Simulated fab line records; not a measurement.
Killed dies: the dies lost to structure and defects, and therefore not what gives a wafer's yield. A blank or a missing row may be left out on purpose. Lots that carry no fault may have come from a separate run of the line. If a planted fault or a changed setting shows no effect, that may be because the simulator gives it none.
Problem report in the 8D (eight disciplines) form, filled by code || flow gf180mcu || the parts of the form that need people (team, actions taken, sign-off) are left out

== 1. WHAT WENT WRONG ==
V1_CVD_02_THK at GF_V1_THK_MEAS_03 reads a mean of 767 nm on 1 wafer of 1 lot; wafers without a fault read 853 nm with a standard deviation of 11. Measured from the usual mean, that is -7.8 standard deviations.
First observed at day 23 02:22: wafer L369.1, on filmMetro-04. The record holds 33 wafers of 11 lots with a number at this step. Rule for "out" (also "out of limits"): further than 4 standard deviations from the usual mean. Any other wafer with a number is counted as sound.

== 2. WHAT IT IS; WHAT IT IS NOT ==
{"question": "which readings at this step", "is": "V1_CVD_02_THK", "is not": "-"}
{"question": "which lots", "is": "L369", "is not": "L353, L355, L357, L358, L360, L361, L371, L372, L373, L374"}
{"question": "which wafers of those lots", "is": "L369.1", "is not": "L369.2, L369.3"}
{"question": "read on which gauges", "is": "filmMetro-04", "is not": "filmMetro-02, filmMetro-03"}
{"question": "when", "is": "from day 23 02:22", "is not": "up to then (20 sound wafers); but 12 sound wafers of L371, L372, L373, L374 came after"}

== 3. THE SUSPECTS, EACH WITH WHAT RULES IT OUT ==
Counting: if a tool at a process step up to the reading ran every lot that is out, it stays a suspect. Sound lots after the first of them don't rule it out here, since some wafers of a struck lot are sound.
- the gauge at GF_V1_THK_MEAS_03 has been ruled out. All the wafers that are out were read on filmMetro-04, but those of them that GF_V1_CVD_02 has rows for are out there too, on other tools.
- plasmaAsher-01 at GF_CONTACT_STRIP_18 (strips in O2/N2): kept. It processed L369, the lot that is out, at day 22 01:14, and its most recent sound lot before then was L358 at day 17 21:14.
- pvdSputter-02 at GF_M1_SPUTTER_03 (material Ti, target thk 10 nm, time 6.7 s): kept. It processed L369, the lot that is out, at day 22 02:24, and its most recent sound lot before then was L357 at day 17 15:59.
- pecvd-01 at GF_V1_CVD_02 (deposits SiO2 from TEOS, target thk 850 nm, time 94.851 s): kept. It processed L369, the lot that is out, at day 23 02:18, and its most recent sound lot before then was L357 at day 18 16:29. Its own readings are out on those wafers: runLengthS.
- At GF_CONTACT_STRIP_18 on plasmaAsher-01, chamber 1 took the sound wafers of the same lots and chamber 0 took the wafers that are out.
- pecvd-01, GF_V1_CVD_02: wafers that are out in chamber 2, sound lot-mates in chambers 0, 1.
The count leaves plasmaAsher-01 at GF_CONTACT_STRIP_18, pvdSputter-02 at GF_M1_SPUTTER_03, and pecvd-01 at GF_V1_CVD_02.

== 4. THE CAUSE (what the simulator had put in) ==
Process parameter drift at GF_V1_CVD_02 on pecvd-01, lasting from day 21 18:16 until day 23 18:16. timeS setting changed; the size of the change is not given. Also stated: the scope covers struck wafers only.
After counting, 3 suspects remain, this tool included.

== 5. THE EFFECT CHAIN, in route order ==
Rows list readings where the struck wafers' mean (over those with a number) sits beyond 3 standard deviations from the usual. Only readings for which the record gives a usual standard deviation are gone through. hours: the time from each lot's start at the first step in this table that gives one to its start at this step, as a median over the lots. sigmas: the change in usual standard deviations.
{"hours": 0, "step": "GF_V1_CVD_02", "reading": "runLengthS", "usual": "122.9 s", "on struck wafers": 112.1, "change": -10.8, "sigmas": -24}
{"hours": 0, "step": "GF_V1_THK_MEAS_03", "reading": "V1_CVD_02_THK", "usual": "853 nm", "on struck wafers": 767, "change": -86, "sigmas": -7.8}
{"hours": 0, "step": "GF_V1_CMP_04", "reading": "timeToEndpointS", "usual": "82 s", "on struck wafers": 47, "change": -35, "sigmas": -6.1}
Process steps it contains:
- GF_V1_CVD_02: deposits SiO2 from TEOS, target thk 850 nm, time 94.851 s.
- GF_V1_CMP_04: polishes SiO2.
Later steps that measure or inspect, where all struck wafers having a row at the step show a number for every such reading and not one has moved that far: GF_V1_BOW_MEAS_05.

== 6. WHAT WOULD HAVE CAUGHT IT SOONER ==
Counted from the fault's start at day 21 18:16, it took 32 hours until the first out-of-limits reading at a measuring or inspecting step in this record, taken at day 23 02:22.
At GF_V1_CVD_02, the tool's own readings (runLengthS) were out on each struck wafer the step has a row for, so an alarm limit on them would have fired on the first such wafer.
The start of GF_V1_CVD_02 on pecvd-01 came by day 23 02:22 for every one of the lots that are out (1). A hold on the tool at that time would have spared none of them.
